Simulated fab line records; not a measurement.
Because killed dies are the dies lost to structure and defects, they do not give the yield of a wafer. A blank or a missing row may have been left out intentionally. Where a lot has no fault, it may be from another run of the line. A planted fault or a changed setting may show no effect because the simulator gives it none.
A single fault, viewed from 2 desks || flow gf180mcu || only its own numbers are on each desk; what lay behind them is given at the end

METROLOGY DESK
What the gauges read for every lot (on any tool): the sampled wafers with a number, averaged. The brackets show how far a lot's mean lies from the usual mean; more than 4 standard deviations puts the lot out of limits, marked OUT.
Columns: A = MIM_ALCU_RS at GF_MIM_RS_MEAS_10, usual 0.1597 ohm/sq; B = MIM_ALCU_THK at GF_MIM_THK_MEAS_11, usual 202.5 nm
{"lot": "L165", "first seen here": "day 24 18:13", "A": 0.1612, "B": 201.2}
{"lot": "L166", "first seen here": "day 25 00:46", "A": 0.1613, "B": 201.4}
{"lot": "L167", "first seen here": "day 25 11:28", "A": 0.1608, "B": 201.5}
{"lot": "L168", "first seen here": "day 25 21:35", "A": 0.1590, "B": 203.7}
{"lot": "L171", "first seen here": "day 26 10:34", "A": 0.1559, "B": 204.9}
{"lot": "L174", "first seen here": "day 27 18:29", "A": 0.1586, "B": 205.2}
{"lot": "L175", "first seen here": "day 28 01:53", "A": 0.1588, "B": 204.3}
{"lot": "L177", "first seen here": "day 28 13:52", "A": 0.1559, "B": 207.4}
{"lot": "L183", "first seen here": "day 30 10:08", "A": 0.1606, "B": 200.4}
{"lot": "L186", "first seen here": "day 31 07:25", "A": 0.1606, "B": 202.6}
This desk's verdict: no lot among the 10 shows anything out of limits.

THE TOOL OWNER'S DESK: pvd-sputter-02
The tool's own readings at GF_MIM_SPUTTER_08 (material AlCu, target thk 200 nm, time 10.6 s): means of the sampled wafers that have a number, for each lot that ran on this tool. The brackets show how far a lot's mean lies from the usual mean; more than 4 standard deviations puts the lot out of limits, marked OUT.
Columns: A = cathode-dc-power-W at GF_MIM_SPUTTER_08, usual 10600 W; B = throttle-valve-pct at GF_MIM_SPUTTER_08, usual 29.9 %
{"lot": "L165", "first seen here": "day 24 18:07", "A": 10600, "B": 29.3}
{"lot": "L166", "first seen here": "day 25 00:41", "A": 10599, "B": 28.8}
{"lot": "L174", "first seen here": "day 27 18:26", "A": 10601, "B": 29.1}
{"lot": "L177", "first seen here": "day 28 13:46", "A": 10599, "B": 29.6}
This desk's verdict: no lot among the 4 shows anything out of limits.

ALL TOGETHER
Metrology desk: nothing out of limits seen.
The tool owner's desk saw nothing out of limits.

WHAT WAS PUT IN BY THE SIMULATOR
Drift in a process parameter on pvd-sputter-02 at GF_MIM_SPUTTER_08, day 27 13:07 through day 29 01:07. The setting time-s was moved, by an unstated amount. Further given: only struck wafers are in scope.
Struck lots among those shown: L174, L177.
